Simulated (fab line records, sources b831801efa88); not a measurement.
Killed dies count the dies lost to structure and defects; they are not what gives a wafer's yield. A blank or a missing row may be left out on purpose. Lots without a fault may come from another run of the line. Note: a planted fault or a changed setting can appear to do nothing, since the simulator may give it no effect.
A struck lot beside a sound one || flow gf180mcu || 22 out of 602 route steps
Sound: these wafers, L443.2, L443.3, L443.4. The struck wafers were L433.1, L433.2, L433.3. At the end, the cause is stated.
At each step with rows: each side's tool, then ch and its chambers, then its first start. Under that, the readings that differ: sound wafers || struck wafers || difference of the means || sigmas: that difference in standard deviations of wafers without a fault.
alike: readings with means less than 2 such deviations apart, plus words and numbers identical on both sides. not compared: withheld readings, readings lacking a value on some wafer, bounds such as >300 that could conceal the same value, and numbers that have no deviation in the record and whose values overlap.
A row with sigmas, a row that says differs or no value, or rows on one side alone: a step with any of these is where the two part. Numbers that have no deviation but don't overlap get no sigmas and don't part them. A reading that every wafer of one side lacks parts them only if that side has two wafers or more.

first, 1 step without rows for these wafers: GF_HV_LDD_CLEAN_51 (cleans in SC1/SC2, time 150 s).
GF_HV_LDD_RTA_52: time 10 s.
  sound on rtpAnneal-01 ch 0, day 17 02:49; struck on rtpAnneal-02 ch 0, day 13 17:18
{"reading": "lampPowerPct (%)", "sound": "27 27 27", "struck": "38 38 38", "difference": "+11", "sigmas": "+2"}
  alike: wafer_temp_C_max
GF_HV_LDD_RS_MEAS_53: the measuring method here is four-point-probe.
  struck on filmMetro-03, day 13 17:22; sound on filmMetro-03, day 17 02:53
  alike: HV_LDD_RS
then, 1 step without rows for these wafers: GF_HV_LDD_CVD_54 (deposits SiO2 from TEOS, target thk 10 nm, time 75 s).
GF_HV_LDD_THK_MEAS_55:
  struck on filmMetro-04, day 13 18:31; sound on filmMetro-04, day 17 04:01
  alike: HV_LDD_CVD_54_THK
then, 1 step without rows for these wafers: GF_HV_LDD_CVD_56 (deposits Si3N4 from DCS/NH3, target thk 90 nm, time 1543 s).
GF_HV_LDD_THK_MEAS_57:
  struck on filmMetro-03, day 13 20:00; sound on filmMetro-04, day 17 05:31
  alike: HV_LDD_CVD_56_THK
GF_HV_LDD_ETCHBACK_58: etches Si3N4 in CH3F/O2, stops on SiO2, time 100 s, target depth 90 nm.
  sound on rieDiel-04 ch 0,2,3, day 17 05:34; struck on rieDiel-03 ch 0,1,2, day 13 20:04
{"reading": "rfHoursCounterH (h)", "sound": "18 0 4", "struck": "117 112 100", "difference": "+102", "sigmas": ""}
  alike: drypumpMotorCurrentA, oesProductAu, throttleValvePct
then, 4 steps without rows for these wafers: GF_NSD_DEHYDRATE_00 (time 60 s); GF_NSD_HMDS_01 (prime time 60 s); GF_NSD_COAT_02 (resist thk 1000 nm); GF_NSD_SOFTBAKE_03 (time 60 s).
GF_NSD_EXPOSE_04: exposes mask Nplus, target cd 400 nm.
  sound on ilineStepper-01 ch 0, day 17 17:28; struck on ilineStepper-01 ch 0, day 14 06:17
{"reading": "mask", "sound": "Nplus#0 Nplus#0 Nplus#0", "struck": "Pplus_HV_AREA#0 Pplus_HV_AREA#0 Pplus_HV_AREA#0", "difference": "differs", "sigmas": ""}
then, 2 steps without rows for these wafers: GF_NSD_PEB_05; GF_NSD_DEVELOP_06 (develop time 60 s).
GF_NSD_CD_MEAS_07: the cd target is 400 nm.
  struck on cdSem-01, day 14 15:59; sound on cdSem-02, day 18 04:46
{"reading": "cdNm (nm)", "sound": "403.8 401.0 402.2", "struck": "- - -", "difference": "no value on the struck wafers", "sigmas": ""}
GF_NSD_OVL_MEAS_08:
  struck on overlay-02, day 14 16:08; sound on overlay-01, day 18 04:53
{"reading": "NSD_OVL (nm)", "sound": "3.0 3.0 3.5", "struck": "- - -", "difference": "no value on the struck wafers", "sigmas": ""}
then, 2 steps without rows for these wafers: GF_NSD_IMPLANT_09; GF_NSD_IMPLANT_10.
GF_NSD_STRIP_11: strips in O2/N2.
  sound on plasmaAsher-03 ch 0,1, day 18 05:13; struck on plasmaAsher-01 ch 0,1, day 14 16:28
  alike: drypumpMotorCurrentA, heaterPowerW, oesProductAu, stripTimeToEndpointS
  not compared: rfHoursCounterH
GF_NSD_TW_MEAS_12:
  struck on filmMetro-03, day 14 16:53; sound on filmMetro-01, day 18 05:19
{"reading": "NSD_TW", "sound": "4292 4220 4239", "struck": "30 30 30", "difference": -4220, "sigmas": -67}
  not compared: hold
GF_PASSIVATION_PROBE_99:
  sound wafers here have rows in the record (prober-01, day 33 02:31); struck ones have none

## WHERE THEY PART
At GF_HV_LDD_RTA_52 first; at GF_PASSIVATION_PROBE_99 last (within this record only).

WHY: what had been put in by the simulator
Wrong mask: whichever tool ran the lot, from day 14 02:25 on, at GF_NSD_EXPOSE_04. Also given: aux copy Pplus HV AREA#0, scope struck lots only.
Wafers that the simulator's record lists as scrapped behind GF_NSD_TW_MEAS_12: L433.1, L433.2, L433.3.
